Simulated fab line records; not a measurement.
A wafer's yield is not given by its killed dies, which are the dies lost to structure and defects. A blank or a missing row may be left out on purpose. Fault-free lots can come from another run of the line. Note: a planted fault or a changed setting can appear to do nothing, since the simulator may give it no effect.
A struck lot beside a sound one / flow sky130 / 16 steps out of a route of 708
Sound: the wafers L449.2, L449.4, L449.5. Struck: wafer L462.2 (left out: L462.3, a lot-mate that was not struck); the cause follows at the end.
Per side, at each step with rows, come the tool, then ch with its chambers, and then its first start. Under that, the readings that differ: sound wafers / struck wafers / difference of the means / sigmas: that difference in standard deviations of wafers without a fault.
alike: words and numbers the same on both sides, and readings whose means are apart by under 2 such deviations; not compared: readings that were withheld, readings missing a value for some wafer, numbers with overlapping values and no deviation given by the record, and bounds like >300 which may hide the same value.
The two part at a step that has a row with sigmas, a row that says differs or no value, or rows on one side only. Numbers that don't overlap but have no deviation are shown without sigmas and don't part them. A reading that every wafer of one side lacks parts them only if that side has two wafers or more.

SKY_LDD_P_OVL_MEAS_08:
  sound on overlay-02 at day 20 01:18; struck on overlay-02 at day 24 16:59
  alike: LDD_P_OVL
following that, these wafers have no rows for 1 step: SKY_LDD_P_IMPLANT_09.
SKY_LDD_P_STRIP_10: strips in O2/N2.
  sound on plasmaAsher-02 ch 0,1, day 20 01:29; struck on plasmaAsher-04 ch 1, day 24 17:10
reading=stripTimeToEndpointS (s); sound=14.18 14.23 14.22; struck=14.08; difference=-0.13; sigmas=-3
  alike: drypumpMotorCurrentA, n2FlowSccm, oesProductAu
  not compared: rfHoursCounterH
SKY_LDD_P_TW_MEAS_11:
  sound on filmMetro-01 at day 20 01:35; struck on filmMetro-01 at day 24 17:17
  alike: LDD_P_TW
then, 7 steps without rows for these wafers: SKY_LDD_HVN_DEHYDRATE_00 (time 60 s); SKY_LDD_HVN_HMDS_01 (prime time 60 s); SKY_LDD_HVN_COAT_02 (resist thk 300 nm); SKY_LDD_HVN_SOFTBAKE_03 (time 60 s); SKY_LDD_HVN_EXPOSE_04 (exposes mask HVNTM, target cd 700 nm); SKY_LDD_HVN_PEB_05; SKY_LDD_HVN_DEVELOP_06 (develop time 60 s).
SKY_LDD_HVN_OVL_MEAS_07:
  sound on overlay-02 at day 21 08:21; struck on overlay-01 at day 25 22:14
  alike: LDD_HVN_OVL
SKY_LDD_HVN_IMPLANT_08:
  sound on implanter-02 ch 0, day 21 08:25; struck on implanter-01 ch 0, day 25 22:17
SKY_LDD_HVN_STRIP_09: strips in O2/N2.
  sound on plasmaAsher-01 ch 0, day 21 08:32; struck on plasmaAsher-03 ch 0, day 25 22:25
reading=stripTimeToEndpointS (s); sound=4.116 4.114 4.133; struck=4.149; difference=+0.028; sigmas=+2
  alike: drypumpMotorCurrentA, n2FlowSccm, oesProductAu
  not compared: rfHoursCounterH
SKY_LDD_HVN_TW_MEAS_10:
  sound on filmMetro-03 at day 21 08:38; struck on filmMetro-04 at day 25 22:49
reading=LDD_HVN_TW; sound=1447 1442 1450; struck=1404; difference=-42; sigmas=-4
  not compared: hold
-- here the record skips 23 days between the struck wafers' starts before and after, leaving off in module LDD_HVN and picking up in module PAD_OPEN (first step shown: number 708 of the route) --
SKY_PAD_OPEN_PROBE_99:
  sound on prober-02 at day 46 10:30; struck on prober-02 at day 49 08:53
reading=model.etest.tip_n_5v.rsOhmSq; sound=1383 1392 1385; struck=1535; difference=+148; sigmas=
reading=model.etest.tip_n_5v.rsOhmSqRange; sound=33.41 25.55 40.51; struck=182.3; difference=+149.1; sigmas=
reading=model.etest.tip_n_5v.rsOhmSqRimLessCentre; sound=-8.487 -10.19 -12.15; struck=-65.85; difference=-55.57; sigmas=
reading=model.etest.nfetG5v0d10v5.rOnOhmUm; sound=1886 1897 1889; struck=1918; difference=+27; sigmas=
  alike: killed_at_M0_to_M3, killed_at_M4_up, killedAtContacts, killedAtFrontEnd, killedAtOther, killedDies, killedOpen, killedShort

## WHERE THEY PART
Last at SKY_LDD_HVN_TW_MEAS_10 as far as this record goes, first at SKY_LDD_P_STRIP_10. Later steps at which nothing parts them and some readings are alike: SKY_PAD_OPEN_PROBE_99.

WHY: the cause the simulator had injected
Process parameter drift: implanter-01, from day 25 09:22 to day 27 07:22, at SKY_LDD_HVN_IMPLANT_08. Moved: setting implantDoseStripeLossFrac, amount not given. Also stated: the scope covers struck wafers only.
